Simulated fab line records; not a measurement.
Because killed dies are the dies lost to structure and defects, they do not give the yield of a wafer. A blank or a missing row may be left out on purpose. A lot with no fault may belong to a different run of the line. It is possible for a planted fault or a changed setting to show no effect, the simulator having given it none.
Matching of chambers :: flow sky130 :: 4 sister chambers for SKY_CONTACT_ETCH_18 on rieDiel-04
The step etches Si3N4 in CHF3/O2, stops on TiN, time 39 s, target depth 75 nm. 8 wafers are shown with their chamber, then 7 later ones without.

== WAFERS PAIRED WITH THEIR CHAMBERS ==
wafer: L439.4
chamber: 3
throttleValvePct (%): 8.790
oesProductAu (a.u.): 0.867

wafer: L442.4
chamber: 0
throttleValvePct (%): 8.813
oesProductAu (a.u.): 0.864

wafer: L442.5
chamber: 1
throttleValvePct (%): 8.765
oesProductAu (a.u.): 0.850

wafer: L445.3
chamber: 0
throttleValvePct (%): 8.798
oesProductAu (a.u.): 0.847

wafer: L445.4
chamber: 2
throttleValvePct (%): 8.783
oesProductAu (a.u.): 0.852

wafer: L445.5
chamber: 2
throttleValvePct (%): 8.788
oesProductAu (a.u.): 0.858

wafer: L448.3
chamber: 3
throttleValvePct (%): 8.799
oesProductAu (a.u.): 0.847

wafer: L448.4
chamber: 1
throttleValvePct (%): 8.805
oesProductAu (a.u.): 0.857

== WAFERS WHOSE CHAMBER IS MISSING ==
wafer: L448.6
throttleValvePct (%): 8.787
oesProductAu (a.u.): 0.859

wafer: L450.1
throttleValvePct (%): 8.783
oesProductAu (a.u.): 0.837

wafer: L450.2
throttleValvePct (%): 8.784
oesProductAu (a.u.): 0.836

wafer: L450.6
throttleValvePct (%): 8.779
oesProductAu (a.u.): 0.858

wafer: L451.1
throttleValvePct (%): 8.793
oesProductAu (a.u.): 0.848

wafer: L451.2
throttleValvePct (%): 8.792
oesProductAu (a.u.): 0.854

wafer: L451.4
throttleValvePct (%): 8.806
oesProductAu (a.u.): 0.855

== WHICH CHAMBER EACH ONE RAN IN ==
wafer: L448.6
from the rows above: can't be placed: 2 or 3 or 1 or 0
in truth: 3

wafer: L450.1
from the rows above: can't be placed: 1 or 2 or 3 or 0
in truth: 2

wafer: L450.2
from the rows above: can't be placed: 1 or 2 or 3 or 0
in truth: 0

wafer: L450.6
from the rows above: can't be placed: 2 or 1 or 3 or 0
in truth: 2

wafer: L451.1
from the rows above: can't be placed: 1 or 2 or 3 or 0
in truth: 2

wafer: L451.2
from the rows above: can't be placed: 3 or 2 or 1 or 0
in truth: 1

wafer: L451.4
from the rows above: can't be placed: 0 or 3 or 2 or 1
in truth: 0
0 of 7 placed correctly. Not placeable from these rows: 7 (in 7, the candidates include the true chamber). 0 placed wrongly.
How it was worked out, from the rows above alone: a wafer's distance from a chamber is the root of the sum, over the readings, of the square of ((its reading less the chamber's mean) divided by the reading's scatter). The wafer belongs to the nearest chamber; if the next one is less than 2 further off, it can't be placed. A chamber's mean is the mean of its shown wafers. How the scatter is found: for the shown wafers, subtract from each reading the mean of its chamber, square and add these, divide the total by (wafers less chambers), then take the root.
